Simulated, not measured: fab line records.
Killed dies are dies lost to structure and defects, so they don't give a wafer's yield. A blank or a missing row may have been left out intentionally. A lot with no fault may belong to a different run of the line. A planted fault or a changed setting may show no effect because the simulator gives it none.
8D (eight disciplines) problem report, filled in by code + flow sky130 + the parts of the form that need people (team, actions taken, sign-off) are left out

## 1. PROBLEM STATEMENT
Mean of oes_product_au at SKY_VIA3_ETCH_14: 0.937 a.u. across 9 wafers in 3 lots; on wafers with no fault it is 0.855 a.u. (standard deviation 0.0047). Relative to the usual mean, that is a shift of +17 standard deviations.
The step: etches BARC in N2/H2, stops on SiO2, time 45.9 s, target depth 60 nm.
The first sign was on wafer L800.2 at day 42 05:34, on rie_diel-04. The record holds 36 wafers of 12 lots with a number at this step. By rule, "out" or "out of limits" means more than 4 standard deviations away from the usual mean. The other wafers with a number count as sound.

## 2. WHAT IT IS; WHAT IT IS NOT
| question                    | is                           | is not                                                                                 |
|-----------------------------|------------------------------|----------------------------------------------------------------------------------------|
| which readings at this step | oes_product_au, run_length_s | drypump_motor_current_A                                                                |
| which lots                  | L800, L802, L805             | L791, L792, L794, L796, L797, L803, L810, L813, L814                                   |
| which wafers of those lots  | all that have a number       | -                                                                                      |
| read on which tools         | rie_diel-04                  | rie_diel-01                                                                            |
| when                        | from day 42 05:34            | up to then (15 sound wafers); but 12 sound wafers of L803, L810, L813, L814 came after |

## 3. THE SUSPECTS, EACH WITH WHAT RULES IT OUT
Counting: a tool at any process step up to the reading remains a suspect when it ran all the lots that are out and ran no sound lot after the first of those.
- rie_diel-04 at SKY_VIA3_ETCH_14 (etches BARC in N2/H2, stops on SiO2, time 45.9 s, target depth 60 nm): ruled out as a lasting fault. Following L800 (day 42 05:34), the first lot on it that is out, the sound lots L814 were run on it.
Left after counting: nothing in the record.

## 4. THE CAUSE (what the simulator had put in)
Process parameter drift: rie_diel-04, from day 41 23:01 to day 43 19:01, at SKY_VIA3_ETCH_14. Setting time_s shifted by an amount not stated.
Counting ruled it out, wrongly.

## 5. THE CHAIN OF EFFECTS, in route order
Each row: a reading where the mean over the struck wafers with a number is more than 3 standard deviations away from the usual. Readings are gone through only where the record gives a usual standard deviation; hours: the median, over the lots, of the time from a lot's start at the first step in this table giving one to that lot's start at this step; sigmas: the change measured in usual standard deviations.
| hours | step             | reading        | usual      | on struck wafers | change | sigmas |
|-------|------------------|----------------|------------|------------------|--------|--------|
| 0     | SKY_VIA3_ETCH_14 | oes_product_au | 0.855 a.u. | 0.937            | +0.082 | +17    |
| 0     | SKY_VIA3_ETCH_14 | run_length_s   | 74.1 s     | 70.0             | -4.1   | -11    |
Here are the process steps it includes:
- SKY_VIA3_ETCH_14: etches BARC in N2/H2, stops on SiO2, time 45.9 s, target depth 60 nm.
Readings that are blank on the struck wafers while sound wafers have them: rf_fwd_power_W at SKY_VIA3_ETCH_14.

## 6. WHAT WOULD HAVE CAUGHT IT SOONER
In this record the first reading out of limits was taken at day 42 05:34, 7 hours after the fault began at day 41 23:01.
